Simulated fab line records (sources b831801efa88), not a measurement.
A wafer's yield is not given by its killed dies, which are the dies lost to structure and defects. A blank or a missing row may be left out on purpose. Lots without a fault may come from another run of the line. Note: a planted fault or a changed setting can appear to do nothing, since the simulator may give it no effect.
Which of the tools did it? || flow sky130 || 33 wafers from 11 lots sampled at 2 of the route's 708 steps

WHAT THE GAUGES SHOWED, per wafer
SKY_SD_N_RS_MEAS_16: the measuring method here is four-point-probe.
{"lot": "L344", "measured": "day 28 11:25", "on": "filmMetro-02", "SD_N_RS (ohm/sq)": "68.58 68.72 68.54"}
{"lot": "L345", "measured": "day 28 12:20", "on": "filmMetro-02", "SD_N_RS (ohm/sq)": "68.55 68.64 68.68"}
{"lot": "L351", "measured": "day 31 07:04", "on": "filmMetro-01", "SD_N_RS (ohm/sq)": "71.17 71.37 71.17"}
{"lot": "L354", "measured": "day 31 21:12", "on": "filmMetro-02", "SD_N_RS (ohm/sq)": "71.36 71.28 71.33"}
{"lot": "L357", "measured": "day 32 17:25", "on": "filmMetro-01", "SD_N_RS (ohm/sq)": "68.33 68.45 68.49"}
{"lot": "L359", "measured": "day 33 09:17", "on": "filmMetro-03", "SD_N_RS (ohm/sq)": "68.50 68.57 68.62"}
{"lot": "L360", "measured": "day 33 17:35", "on": "filmMetro-01", "SD_N_RS (ohm/sq)": "68.44 68.41 68.31"}
{"lot": "L362", "measured": "day 34 03:40", "on": "filmMetro-01", "SD_N_RS (ohm/sq)": "68.59 68.59 68.45"}
{"lot": "L363", "measured": "day 34 08:51", "on": "filmMetro-02", "SD_N_RS (ohm/sq)": "68.70 68.64 68.75"}
{"lot": "L364", "measured": "day 34 15:19", "on": "filmMetro-02", "SD_N_RS (ohm/sq)": "68.94 68.69 68.62"}
{"lot": "L366", "measured": "day 35 12:36", "on": "filmMetro-02", "SD_N_RS (ohm/sq)": "68.78 68.70 68.68"}

TOOL THAT RAN EACH LOT (tool first, then ch and the chambers of the sampled wafers, then the start)
{"lot": "L344", "SKY_SD_N_RTA_14": "rtpAnneal-01 ch 0, day 28 11:13"}
{"lot": "L345", "SKY_SD_N_RTA_14": "rtpAnneal-02 ch 0, day 28 12:10"}
{"lot": "L351", "SKY_SD_N_RTA_14": "rtpAnneal-01 ch 0, day 31 06:54"}
{"lot": "L354", "SKY_SD_N_RTA_14": "rtpAnneal-01 ch 0, day 31 21:02"}
{"lot": "L357", "SKY_SD_N_RTA_14": "rtpAnneal-02 ch 0, day 32 17:14"}
{"lot": "L359", "SKY_SD_N_RTA_14": "rtpAnneal-02 ch 0, day 33 09:07"}
{"lot": "L360", "SKY_SD_N_RTA_14": "rtpAnneal-02 ch 0, day 33 17:25"}
{"lot": "L362", "SKY_SD_N_RTA_14": "rtpAnneal-01 ch 0, day 34 03:29"}
{"lot": "L363", "SKY_SD_N_RTA_14": "rtpAnneal-02 ch 0, day 34 08:41"}
{"lot": "L364", "SKY_SD_N_RTA_14": "rtpAnneal-01 ch 0, day 34 15:08"}
{"lot": "L366", "SKY_SD_N_RTA_14": "rtpAnneal-01 ch 0, day 35 12:26"}
- SKY_SD_N_RTA_14: time 2 s.

THE ANSWER, worked out from the rows above alone
Rule: the lots themselves supply what counts as usual. Put in order of their means at a reading, lots are off if they are a third of the lots or fewer, leave a main group of 4 or more, and stand apart from it by a gap of 3 or more times the standard deviation of the main group's means; of several such gaps the widest counts. A main group is skipped when, at the precision printed for the reading in the tables above, its means are all equal. A lot without any number at a reading at which 4 lots or more have one is off too. Any other lot the step has rows for is counted as sound.
Off: L351, L354, at SKY_SD_N_RS_MEAS_16 (SD_N_RS). Mean 68.59 ohm/sq and standard deviation 0.12 in the main group.
If a tool, at a process step before that reading, ran all the lots that are off and no sound lot after the first of them, it fits. The gauges at SKY_SD_N_RS_MEAS_16 are tried like those tools. Not one of the candidates tried fits.

WHAT THE SIMULATOR HAD PUT IN
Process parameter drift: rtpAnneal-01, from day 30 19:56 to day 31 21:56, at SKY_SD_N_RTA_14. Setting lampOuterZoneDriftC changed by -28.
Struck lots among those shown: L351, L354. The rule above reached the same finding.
